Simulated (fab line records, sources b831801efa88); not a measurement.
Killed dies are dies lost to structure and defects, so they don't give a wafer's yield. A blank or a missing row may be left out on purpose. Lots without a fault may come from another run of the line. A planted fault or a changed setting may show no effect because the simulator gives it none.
Problem report in the 8D (eight disciplines) form, filled by code | flow sfq_line | the parts of the form that need people (team, actions taken, sign-off) are left out

1. THE PROBLEM
thk_nm at SFQ_TRILAYER_I4_METRO_MEASURE_101 reads a mean of 221.6 nm on 2 wafers of 2 lots; wafers without a fault read 199.4 nm with a standard deviation of 1.1. That is +20 standard deviations from the usual mean.
First seen on wafer L918.3, day 50 21:14, on film_metro-02. The record holds 42 wafers of 14 lots with a number at this step. Rule for "out", or "out of limits": more than 4 standard deviations from the usual mean. The other wafers with a number count as sound.

2. WHAT IT IS AND WHAT IT IS NOT
question                    | is                           | is not
which readings at this step | thk_nm                       | -
which lots                  | L918, L922                   | L917, L919, L929, L930, L931, L934, L935, L936, L937, L938, L939, L940
which wafers of those lots  | L918.3, L922.2               | L918.2, L918.4, L922.1, L922.6
read on which tools         | film_metro-02, film_metro-03 | film_metro-04
when                        | from day 50 21:14            | up to then (8 sound wafers); but 32 sound wafers of L922, L929, L930, L931, L934, L935, L936, L937, L938, L939, L940 came after

3. SUSPECTS, AND WHAT RULES EACH OUT
Counting: a tool at a process step up to the reading stays a suspect if it ran every lot that is out. Sound lots after the first of them don't rule it out here, since some wafers of a struck lot are sound.
- cmp-01 at SFQ_TRILAYER_I4_CMP_CMP_100 (polishes SiO2): kept. It ran every lot that is out, first L918 (day 50 11:48); its last sound lot up to then is L917 (day 50 09:18).
- Within cmp-01 at SFQ_TRILAYER_I4_CMP_CMP_100: the wafers that are out ran in chamber 1; their sound lot-mates ran in chambers 0, 2, 3.
Left after counting: cmp-01 at SFQ_TRILAYER_I4_CMP_CMP_100.

4. THE CAUSE (what the simulator had put in)
Process parameter drift: cmp-01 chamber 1, from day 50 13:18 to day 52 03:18, at SFQ_TRILAYER_I4_CMP_CMP_100. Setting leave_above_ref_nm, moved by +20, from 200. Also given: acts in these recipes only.
Counting left only this tool.

5. THE CHAIN OF EFFECTS, in route order
Each row: a reading whose mean over the struck wafers that have a number lies more than 3 standard deviations from the usual. Only readings for which the record gives a usual standard deviation are gone through. hours: the time from each lot's start at the first step in this table that gives one to its start at this step, as a median over the lots. sigmas: the change in usual standard deviations.
hours | step                                  | reading        | usual      | on struck wafers | change | sigmas
0     | SFQ_TRILAYER_I4_METRO_MEASURE_101     | thk_nm         | 199.4 nm   | 221.6            | +22.2  | +20
57    | SFQ_TRILAYER_I4_VIA_ETCH_VIA_ETCH_106 | oes_product_au | 0.853 a.u. | 0.909            | +0.056 | +10
The process steps in it:
- SFQ_TRILAYER_I4_METRO_MEASURE_101
- SFQ_TRILAYER_I4_VIA_ETCH_VIA_ETCH_106: etches SiO2 in CHF3, stops on Nb, target depth 260 nm.

6. WHAT WOULD HAVE CAUGHT IT SOONER
In this record the first reading out of limits was taken at day 50 21:14, 8 hours after the fault began at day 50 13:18.
Of the tool readings at SFQ_TRILAYER_I4_CMP_CMP_100 for which the record gives a usual standard deviation, none was out on any struck wafer, so an alarm limit of 4 standard deviations on them would not have fired.
Of the lots that are out (2), L922 began SFQ_TRILAYER_I4_CMP_CMP_100 on cmp-01 after day 50 21:14. A hold on the tool at that time would have spared it.
